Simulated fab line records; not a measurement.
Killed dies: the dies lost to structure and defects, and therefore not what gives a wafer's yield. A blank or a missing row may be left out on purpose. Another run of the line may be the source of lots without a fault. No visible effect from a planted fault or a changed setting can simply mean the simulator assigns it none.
One fault seen from 2 desks / flow sky130 / only its own numbers are on each desk; what lay behind them is given at the end

== DESK OF THE TOOL OWNER: rie-diel-03 ==
The tool's own readings at SKY_VIA3_ETCH_14 (etches BARC in N2/H2, stops on SiO2, time 45.9 s, target depth 60 nm): means of the sampled wafers that have a number, for each lot that ran on this tool. If a lot's mean is further than 4 standard deviations from the usual mean, the lot is out of limits and carries the mark OUT (the distance appears in the brackets).
Columns: A = drypump-motor-current-A at SKY_VIA3_ETCH_14, usual 5.6 A; B = oes-product-au at SKY_VIA3_ETCH_14, usual 0.854 a.u.; C = rf-fwd-power-W at SKY_VIA3_ETCH_14, usual 494.7 W; D = run-length-s at SKY_VIA3_ETCH_14, usual 74.2 s; E = throttle-valve-pct at SKY_VIA3_ETCH_14, usual 13.225 %
lot=L729; first seen here=day 41 14:06; A=5.5; B=0.854; C=494.2; D=74.8; E=13.221
lot=L736; first seen here=day 44 02:36; A=5.3; B=0.893 (+7.5) OUT; C=-; D=72.7; E=13.217
Finding of this desk: L736 out of limits; the first was L736 at day 44 02:36, on oes-product-au at SKY_VIA3_ETCH_14. L729 stayed within limits.

== AT THE METROLOGY DESK ==
Means of the sampled wafers that have a number, per lot and without regard to the tool the lot ran on: this is what the gauges read. If a lot's mean is further than 4 standard deviations from the usual mean, the lot is out of limits and carries the mark OUT (the distance appears in the brackets).
Columns: A = VIA3_BOW at SKY_VIA3_BOW_MEAS_03, usual 79 um; B = cd-nm at SKY_VIA3_CD_MEAS_12, usual 200.0 nm; C = VIA3_OVL at SKY_VIA3_OVL_MEAS_13, usual -1 nm
lot=L729; first seen here=day 40 14:06; A=85; B=198.7; C=-3
lot=L728; first seen here=day 40 14:25; A=70; B=198.9; C=-1
lot=L736; first seen here=day 43 04:48; A=79; B=201.8; C=3
lot=L746; first seen here=day 44 07:00; A=76; B=200.4; C=-6
lot=L748; first seen here=day 44 23:19; A=87; B=202.7; C=2
This desk's finding: nothing out of limits on any of the 5 lots.

== ALL TOGETHER ==
At day 44 02:36, on L736, the tool owner's desk was in a position to raise an alarm.
Metrology desk: nothing out of limits seen.
The metrology desk has L736 on record, within its limits.
All the named lots went through SKY_VIA3_ETCH_14 on rie-diel-03.

== WHAT WAS PUT IN BY THE SIMULATOR ==
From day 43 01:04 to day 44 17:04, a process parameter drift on rie-diel-03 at SKY_VIA3_ETCH_14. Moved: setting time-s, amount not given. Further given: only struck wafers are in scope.
Lots struck among those shown: L736.
Hours from the fault's start to each desk's first reading out of limits: the tool owner's desk, 26.
